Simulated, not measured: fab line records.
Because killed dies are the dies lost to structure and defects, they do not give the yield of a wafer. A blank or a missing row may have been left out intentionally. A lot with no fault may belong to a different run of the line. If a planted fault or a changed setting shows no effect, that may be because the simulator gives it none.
Struck lot and sound lot, side by side || flow sky130 || 43 out of 708 route steps
Sound: these wafers, L178.1, L178.4, L178.5. Struck: wafer L193.4 (left out: L193.1, L193.6 of the same lot, which were not struck); the cause appears at the end.
Per side, at each step with rows, come the tool, then ch with its chambers, and then its first start. Under that, the readings that differ: sound wafers || struck wafers || difference of the means || sigmas: that difference in standard deviations of wafers without a fault.
alike: a reading whose means differ by less than 2 such deviations, as well as words and numbers matching on both sides. not compared: withheld readings; readings where some wafer has no value; bounds like >300 that might hide an equal value; numbers whose values overlap and for which the record gives no deviation.
Wherever a step has rows on one side only, a row that says differs or no value, or a row with sigmas, the two part there. Numbers that don't overlap but have no deviation are shown without sigmas and don't part them. A reading that every wafer of one side lacks parts them only if that side has two wafers or more.

first, 2 steps without rows for these wafers: SKY_VIA2_ETCH_14 (etches BARC in N2/H2, stops on SiO2, time 45.9 s, target depth 60 nm); SKY_VIA2_ETCH_15 (etches SiO2 in C4F8/O2/Ar, stops on TiN, target depth 546 nm, time 84 s).
SKY_VIA2_STRIP_16: strips in O2/N2.
  sound on plasmaAsher-03 ch 0,1, day 37 00:38; struck on plasmaAsher-03 ch 1, day 40 22:18
  alike: drypumpMotorCurrentA, oesProductAu, stripTimeToEndpointS
  not compared: rfHoursCounterH
then, 5 steps without rows for these wafers: SKY_VIA2_STRIP_17 (strips in post etch residue remover, time 1200 s); SKY_VIA2_CLEAN_18 (cleans in IPA, time 180 s); SKY_VIA2_CLEAN_19 (cleans in O3/DIW); SKY_VIA2_SPUTTER_20 (material TiN, target thk 20 nm, time 80 s); SKY_VIA2_CVD_21 (deposits W, target thk 420 nm, time 126.4 s).
SKY_VIA2_RS_MEAS_22: a four-point-probe measurement.
  struck on filmMetro-01, day 40 23:05; sound on filmMetro-01, day 37 01:25
  alike: VIA2_W_RS
SKY_VIA2_THK_MEAS_23: measures by xrf.
  struck on filmMetro-01, day 40 23:12; sound on filmMetro-01, day 37 01:32
  alike: VIA2_W_THK
SKY_VIA2_CMP_24: polishes, stops on SiO2, t overpolish 20 s, target thk 0 nm.
  sound on cmp-02 ch 1,2, day 37 01:38; struck on cmp-02 ch 0, day 40 23:16
{"reading": "timeToEndpointS (s)", "sound": "94 92 94", "struck": 107, "difference": "+14", "sigmas": "+3"}
  alike: motorCurrentA, overpolishRunS
then, 1 step without rows for these wafers: SKY_METAL3_SPUTTER_00 (material Ti, target thk 15 nm, time 10 s).
SKY_METAL3_SPUTTER_01: material TiN, target thk 20 nm, time 16.7 s.
  struck on pvdSputter-03, day 40 23:35; sound on pvdSputter-03, day 37 01:55
  alike: cathodeDcPowerW, throttleValvePct
then, 1 step without rows for these wafers: SKY_METAL3_SPUTTER_02 (material AlCu, target thk 735 nm, time 39.1 s).
SKY_METAL3_SPUTTER_03: material Ti, target thk 5 nm, time 3.3 s.
  struck on pvdSputter-03, day 40 23:39; sound on pvdSputter-03, day 37 01:59
  alike: cathodeDcPowerW, throttleValvePct
SKY_METAL3_SPUTTER_04: material TiN, target thk 70 nm, time 58.3 s.
  struck on pvdSputter-03, day 40 23:40; sound on pvdSputter-03, day 37 02:00
  alike: cathodeDcPowerW, throttleValvePct
then, 1 step without rows for these wafers: SKY_CAPM_CVD_00 (deposits SiO2, target thk 15.5 nm).
SKY_CAPM_THK_MEAS_01:
  struck on filmMetro-01, day 40 23:44; sound on filmMetro-03, day 37 02:04
  alike: CAPM_CVD_00_THK
then, 1 step without rows for these wafers: SKY_CAPM_SPUTTER_02 (material TiN, target thk 200 nm, time 166.7 s).
SKY_CAPM_RS_MEAS_03: a four-point-probe measurement.
  struck on filmMetro-01, day 40 23:55; sound on filmMetro-01, day 37 02:14
  alike: CAPM_TIN_RS
SKY_CAPM_THK_MEAS_04: measures by xrf.
  struck on filmMetro-01, day 41 00:02; sound on filmMetro-01, day 37 02:22
  alike: CAPM_TIN_THK
then, 7 steps without rows for these wafers: SKY_CAPM_DEHYDRATE_05 (time 60 s); SKY_CAPM_HMDS_06 (prime time 60 s); SKY_CAPM_COAT_07 (resist thk 1140 nm); SKY_CAPM_SOFTBAKE_08 (time 60 s); SKY_CAPM_EXPOSE_09 (exposes mask CAPM, target cd 1000 nm); SKY_CAPM_PEB_10; SKY_CAPM_DEVELOP_11 (develop time 60 s).
SKY_CAPM_OVL_MEAS_12:
  struck on overlay-02, day 42 00:01; sound on overlay-02, day 38 02:49
  alike: CAPM_OVL
then, 1 step without rows for these wafers: SKY_CAPM_METAL_ETCH_13 (etches TiN in Cl2/BCl3, stops on SiO2, target depth 220 nm, time 62.9 s).
SKY_CAPM_STRIP_14: strips in O2/N2.
  sound on plasmaAsher-03 ch 0,1, day 38 02:56; struck on plasmaAsher-03 ch 0, day 42 00:07
  alike: drypumpMotorCurrentA, oesProductAu, stripTimeToEndpointS
  not compared: rfHoursCounterH
then, 11 steps without rows for these wafers: SKY_CAPM_STRIP_15 (strips in post etch residue remover, time 1200 s); SKY_CAPM_CLEAN_16 (cleans in IPA, time 180 s); SKY_CAPM_CLEAN_17 (cleans in O3/DIW); SKY_METAL3_DEHYDRATE_05 (time 60 s); SKY_METAL3_HMDS_06 (prime time 60 s); SKY_METAL3_COAT_07 (resist thk 60 nm); SKY_METAL3_COAT_08 (resist thk 1140 nm); SKY_METAL3_SOFTBAKE_09 (time 90 s); SKY_METAL3_EXPOSE_10 (exposes mask MM3, target cd 300 nm); SKY_METAL3_PEB_11; SKY_METAL3_DEVELOP_12 (develop time 60 s).
-- the record jumps here: 7 days lie between the struck wafers' starts before and after (it left off in module METAL3 and takes up again in module PAD_OPEN, whose first step shown is number 708 of the route) --
SKY_PAD_OPEN_PROBE_99:
  struck on prober-02, day 49 10:56; sound on prober-02, day 46 07:24
{"reading": "defectLimitedYield (%)", "sound": "82.1 82.5 83.7", "struck": 76.8, "difference": -6.0, "sigmas": -4}
{"reading": "killed_at_M0_to_M3", "sound": "35 46 38", "struck": 82, "difference": "+42", "sigmas": "+7"}
{"reading": "killedDies", "sound": "88 86 80", "struck": 114, "difference": "+29", "sigmas": "+4"}
{"reading": "killedShort", "sound": "43 48 44", "struck": 28, "difference": -17, "sigmas": -3}
{"reading": "sort_bin_5_function (%)", "sound": "9.1 9.3 7.9", "struck": 15.4, "difference": "+6.6", "sigmas": "+5"}
{"reading": "sortNPass", "sound": "404 406 412", "struck": 378, "difference": -29, "sigmas": -4}
{"reading": "sortYieldPct (%)", "sound": "82.1 82.5 83.7", "struck": 76.8, "difference": -6.0, "sigmas": -4}
{"reading": "model.etest.tester.sortNPass", "sound": "404 406 412", "struck": 378, "difference": -29, "sigmas": ""}
{"reading": "model.etest.tester.sortYieldPct (%)", "sound": "82.11 82.52 83.74", "struck": 76.83, "difference": -5.96, "sigmas": ""}
{"reading": "model.etest.tester.sort_bin_5_pct (%)", "sound": "9.146 9.35 7.927", "struck": 15.45, "difference": "+6.64", "sigmas": ""}
  alike: killed_at_M4_up, killedAtContacts, killedAtFrontEnd, killedAtOther, killedOpen, sort_bin_3_pad_short, sort_bin_6_memory
  not compared: model.etest.tester.sort_bin_3_pct

## WHERE THEY PART
Last at SKY_PAD_OPEN_PROBE_99 as far as this record goes, first at SKY_VIA2_CMP_24.

WHY: what the simulator had put in
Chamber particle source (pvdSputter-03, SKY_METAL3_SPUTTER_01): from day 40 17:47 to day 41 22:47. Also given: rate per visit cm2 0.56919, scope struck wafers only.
